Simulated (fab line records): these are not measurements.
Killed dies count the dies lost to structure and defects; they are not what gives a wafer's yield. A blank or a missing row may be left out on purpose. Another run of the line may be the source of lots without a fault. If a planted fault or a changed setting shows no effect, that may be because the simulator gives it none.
A lot that was struck, set against a sound lot | flow sky130 | 15 out of 708 route steps
Sound: these wafers, L585.1, L585.2, L585.3. Wafers L593.2, L593.4, L593.6 were the ones struck. The cause is given at the end.
Per side, at each step with rows, come the tool, then ch with its chambers, and then its first start. Under that, the readings that differ: sound wafers | struck wafers | difference of the means | sigmas: that difference in standard deviations of wafers without a fault.
alike: readings whose means differ by less than 2 such deviations, and words and numbers that are the same on both sides. not compared: withheld readings, readings that some wafer has no value for, bounds like >300 that may hide the same value, and numbers for which the record gives no deviation and whose values overlap.
Wherever a step has rows on one side only, a row that says differs or no value, or a row with sigmas, the two part there. Non-overlapping numbers with no deviation appear without sigmas and do not part them. A reading that every wafer of one side lacks parts them only if that side has two wafers or more.

first, 7 steps without rows for these wafers: SKY_LDD_LDN_DEHYDRATE_00 (time 60 s); SKY_LDD_LDN_HMDS_01 (prime time 60 s); SKY_LDD_LDN_COAT_02 (resist thk 1140 nm); SKY_LDD_LDN_SOFTBAKE_03 (time 60 s); SKY_LDD_LDN_EXPOSE_04 (exposes mask LDNTM, target cd 700 nm); SKY_LDD_LDN_PEB_05; SKY_LDD_LDN_DEVELOP_06 (develop time 60 s).
SKY_LDD_LDN_OVL_MEAS_07:
  sound on overlay-02 at day 23 07:08; struck on overlay-02 at day 26 04:07
  alike: LDD_LDN_OVL
then, 4 steps without rows for these wafers: SKY_LDD_LDN_IMPLANT_08; SKY_LDD_LDN_IMPLANT_09; SKY_LDD_LDN_IMPLANT_10; SKY_LDD_LDN_IMPLANT_11.
SKY_LDD_LDN_STRIP_12: strips in O2/N2.
  sound on plasma_asher-04 ch 0,1, day 23 07:46; struck on plasma_asher-04 ch 0,1, day 26 04:45
  reading                                      | sound             | struck            | difference                    | sigmas
  oes_product_au (a.u.)                        | 0.708 0.715 0.725 | 0.961 0.964 0.952 | +0.243                        | +52
  strip_time_to_endpoint_s (s)                 | 14.16 14.19 14.23 | - - -             | no value on the struck wafers |
  model.NOVOLAK_of_LDD_LDN_COAT_02.thk_nm (nm) | 0 0 0             | 58.74 58.83 58.81 | +58.79                        |
  alike: drypump_motor_current_A
  not compared: rf_hours_counter_h
SKY_LDD_LDN_TW_MEAS_13:
  sound on film_metro-02 at day 23 07:52; struck on film_metro-04 at day 26 04:52
  alike: LDD_LDN_TW
-- here the record skips 22 days between the struck wafers' starts before and after, leaving off in module LDD_LDN and picking up in module PAD_OPEN (first step shown: number 708 of the route) --
SKY_PAD_OPEN_PROBE_99:
  sound on prober-02 at day 46 03:17; struck on prober-02 at day 47 23:01
  reading             | sound    | struck      | difference | sigmas
  killed_at_front_end | 12 9 18  | 372 376 370 | +360       | +84
  killed_dies         | 80 88 78 | 455 455 437 | +367       | +42
  killed_on_rim       | 16 19 17 | 74 77 61    | +53        | +15
  alike: killed_at_M0_to_M3, killed_at_M4_up, killed_at_contacts, killed_at_other, killed_open, killed_short

WHERE THEY PART
First at SKY_LDD_LDN_STRIP_12; last, within this record, at SKY_PAD_OPEN_PROBE_99.

WHY: whatever the simulator had introduced
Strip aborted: plasma_asher-04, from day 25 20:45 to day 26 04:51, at SKY_LDD_LDN_STRIP_12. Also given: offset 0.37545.
